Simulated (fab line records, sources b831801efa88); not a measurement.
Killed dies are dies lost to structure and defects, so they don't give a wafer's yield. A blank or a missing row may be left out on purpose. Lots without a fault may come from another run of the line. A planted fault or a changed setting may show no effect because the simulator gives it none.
A struck lot beside a sound one | flow sky130 | 16 steps out of a route of 708
Sound: wafers L739.3, L739.4, L739.5. Struck: wafer L734.1. (L734.2, L734.3 of the same lot were not struck and are left out.) The cause comes at the end.
At each step with rows: each side's tool, then ch and its chambers, then its first start. Under that, the readings that differ: sound wafers | struck wafers | difference of the means | sigmas: that difference in standard deviations of wafers without a fault.
alike: readings whose means differ by less than 2 such deviations, and words and numbers that are the same on both sides. not compared: withheld readings, readings that some wafer has no value for, bounds like >300 that may hide the same value, and numbers for which the record gives no deviation and whose values overlap.
The two part at a step that has a row with sigmas, a row that says differs or no value, or rows on one side only. Numbers that don't overlap but have no deviation are shown without sigmas and don't part them. A reading that every wafer of one side lacks parts them only if that side has two wafers or more.

first, 1 step without rows for these wafers: SKY_VT_ADJUST_NCORE_DEVELOP_06 (develop time 60 s).
SKY_VT_ADJUST_NCORE_CD_MEAS_07: target cd 380 nm.
  sound on cd_sem-02, day 14 07:21; struck on cd_sem-02, day 12 13:48
  alike: cd_nm
SKY_VT_ADJUST_NCORE_OVL_MEAS_08:
  sound on overlay-01, day 14 07:27; struck on overlay-01, day 12 13:55
  alike: VT_ADJUST_NCORE_OVL
then, 1 step without rows for these wafers: SKY_VT_ADJUST_NCORE_IMPLANT_09.
SKY_VT_ADJUST_NCORE_STRIP_10: strips in O2/N2.
  sound on plasma_asher-01 ch 0,1, day 14 07:39; struck on plasma_asher-02 ch 1, day 12 14:07
  reading                | sound | struck | difference                   | sigmas
  rf_hours_counter_h (h) | - - - | 58     | no value on the sound wafers |
  alike: drypump_motor_current_A, oes_product_au, strip_time_to_endpoint_s
SKY_VT_ADJUST_NCORE_TW_MEAS_11:
  sound on film_metro-01, day 14 07:44; struck on film_metro-04, day 12 14:13
  alike: VT_ADJUST_NCORE_TW
then, 6 steps without rows for these wafers: SKY_VT_ADJUST_HVTR_DEHYDRATE_00 (time 60 s); SKY_VT_ADJUST_HVTR_HMDS_01 (prime time 60 s); SKY_VT_ADJUST_HVTR_COAT_02 (resist thk 1140 nm); SKY_VT_ADJUST_HVTR_SOFTBAKE_03 (time 60 s); SKY_VT_ADJUST_HVTR_EXPOSE_04 (exposes mask HVTRM, target cd 380 nm); SKY_VT_ADJUST_HVTR_PEB_05.
SKY_VT_ADJUST_HVTR_DEVELOP_06: develop time 60 s.
  sound on litho_track-04 ch 0, day 15 10:39; struck on litho_track-02 ch 0, day 13 15:19
SKY_VT_ADJUST_HVTR_CD_MEAS_07: target cd 380 nm.
  sound on cd_sem-01, day 15 10:47; struck on cd_sem-01, day 13 15:53
  reading    | sound             | struck | difference | sigmas
  cd_nm (nm) | 379.0 378.5 378.4 | 406.8  | +28.2      | +12
  not compared: hold
SKY_VT_ADJUST_HVTR_OVL_MEAS_08:
  sound on overlay-01, day 15 10:53; struck on overlay-02, day 13 17:20
  reading | sound | struck                   | difference                   | sigmas
  hold    | - - - | await_dispo/1.3h/release | no value on the sound wafers |
  alike: VT_ADJUST_HVTR_OVL
-- the record jumps here: 36 days lie between the struck wafers' starts before and after (it left off in module VT_ADJUST_HVTR and takes up again in module PAD_OPEN, whose first step shown is number 708 of the route) --
SKY_PAD_OPEN_PROBE_99:
  sound on prober-02, day 50 10:14; struck on prober-01, day 49 05:29
  reading            | sound     | struck | difference | sigmas
  killed_at_M0_to_M3 | 46 45 53  | 32     | -16        | -2
  killed_at_other    | 0 0 0     | 1      | +1         | +2
  killed_dies        | 85 101 98 | 69     | -26        | -3
  killed_short       | 42 41 41  | 25     | -16        | -3
  alike: killed_at_M4_up, killed_at_contacts, killed_at_front_end, killed_open
  not compared: hold

WHERE THEY PART
First at SKY_VT_ADJUST_NCORE_STRIP_10; last, within this record, at SKY_PAD_OPEN_PROBE_99.

WHY: what the simulator had put in
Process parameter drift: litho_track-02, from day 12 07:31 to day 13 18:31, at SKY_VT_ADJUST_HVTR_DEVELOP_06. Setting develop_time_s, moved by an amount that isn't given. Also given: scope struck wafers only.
